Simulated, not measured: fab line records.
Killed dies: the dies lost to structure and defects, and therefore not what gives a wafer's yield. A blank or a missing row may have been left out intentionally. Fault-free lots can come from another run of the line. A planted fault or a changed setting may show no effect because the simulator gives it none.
Split-lot study | flow sky130 | on a route of 708 steps: 5 lots, 23 wafers read

## ON THE SPLIT
At SKY_POLY_GATE_COAT_07 (resist thk 110 nm), the setting spin-rpm was moved away from the recipe's 3000 rpm on 8 of the 23 wafers read, by -5.0% to +4.6%. This setting was run at the recipe's value on the other wafers.

The reading is taken at the split's own step.

## THE READING
BARC_of_POLY_GATE_COAT_07.thk-nm (the simulator's own value, which no gauge read), in nm, at SKY_POLY_GATE_COAT_07 (resist thk 110 nm). No usual value for it is given in the file. Here, 15 wafers ran the recipe; their average is 109.9 nm with a standard deviation of 0.31 nm.

wafer  | tool, chamber at the split | spin-rpm as run, rpm | against the recipe | BARC_of_POLY_GATE_COAT_07.thk-nm, nm | against lot-mates on the recipe
L075.1 | litho-track-01, 0          | 3128                 | +4.3%              | 107.6                                | -2.0
L075.2 | litho-track-01, 0          | 3000                 | recipe             | 109.5                                | -
L075.4 | litho-track-01, 0          | 3000                 | recipe             | 109.6                                | -
L075.5 | litho-track-01, 0          | 3128                 | +4.3%              | 107.5                                | -2.0
L075.6 | litho-track-01, 0          | 3128                 | +4.3%              | 107.7                                | -1.8
L078.1 | litho-track-01, 0          | 3000                 | recipe             | 110.2                                | -
L078.4 | litho-track-01, 0          | 3000                 | recipe             | 110.1                                | -
L078.6 | litho-track-01, 0          | 3000                 | recipe             | 110.3                                | -
L079.1 | litho-track-04, 0          | 3000                 | recipe             | 109.7                                | -
L079.3 | litho-track-04, 0          | 3000                 | recipe             | 110.1                                | -
L079.4 | litho-track-04, 0          | 3000                 | recipe             | 109.9                                | -
L079.5 | litho-track-04, 0          | 3000                 | recipe             | 110.5                                | -
L079.6 | litho-track-04, 0          | 3000                 | recipe             | 110.3                                | -
L084.1 | litho-track-04, 0          | 2849                 | -5.0%              | 112.8                                | +2.8
L084.3 | litho-track-04, 0          | 3000                 | recipe             | 109.9                                | -
L084.4 | litho-track-04, 0          | 2849                 | -5.0%              | 113.2                                | +3.2
L084.5 | litho-track-04, 0          | 2849                 | -5.0%              | 113                                  | +3.0
L084.6 | litho-track-04, 0          | 3000                 | recipe             | 110.1                                | -
L085.1 | litho-track-04, 0          | 3138                 | +4.6%              | 107.1                                | -2.5
L085.2 | litho-track-04, 0          | 3000                 | recipe             | 109.5                                | -
L085.3 | litho-track-04, 0          | 3000                 | recipe             | 109.6                                | -
L085.4 | litho-track-04, 0          | 3000                 | recipe             | 109.8                                | -
L085.6 | litho-track-04, 0          | 3138                 | +4.6%              | 106.7                                | -2.9

THE FIT
A straight line over all 23 wafers: BARC_of_POLY_GATE_COAT_07.thk-nm changes by -0.603 nm for each +1% of spin-rpm; r = -0.99; the points scatter about the line by 0.3 nm.
The same after taking each lot's own level away (the mean of its wafers on the recipe; 23 wafers): -0.554 nm for each +1%; r = -0.99; scatter 0.25 nm.
According to that fit, moving spin-rpm by its largest amount changes the reading by 2.8 nm.
The lots' own levels span 109.55 to 110.20 nm, that is 2.1 times the standard deviation above.
So the lot-to-lot level changes the slope little: the two slopes agree.
Check: for one of the wafers moved furthest among these (-5.0%), held out of the fit, the line's prediction against its lot-mates is +2.87 nm. Against them it came out at +2.8 nm.

## FURTHER SPLITS ON THESE WAFERS
Before the reading, these wafers also passed through other splits. Each is held against what the fit with the lots' levels taken away leaves over:
other split on the same wafers             | wafers away from the commonest value | r with BARC_of_POLY_GATE_COAT_07.thk-nm (lot level and that fit taken away)
SKY_VT_ADJUST_PCH_COAT_02 spin-rpm         | 10                                   | +0.43
SKY_SONOS_TUNNEL_DEVELOP_06 develop-time-s | 5                                    | +0.10
SKY_SONOS_ONO_CVD_04 time-s                | 10                                   | -0.35
SKY_SONOS_ONO_DEVELOP_12 develop-time-s    | 10                                   | -0.05
SKY_GATE_OXIDE_OXIDATION_01 temp-c         | 15                                   | -0.27
SKY_GATE_OXIDE_CLEAN_15 time-s             | 15                                   | -0.16
SKY_RES_PROTECT_COAT_02 resist-thk-nm      | 5                                    | -0.11

## FILE'S OWN FIT
BARC_of_POLY_GATE_COAT_07.thk-nm changes by -0.556 nm for each +1% of spin-rpm, r = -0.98.
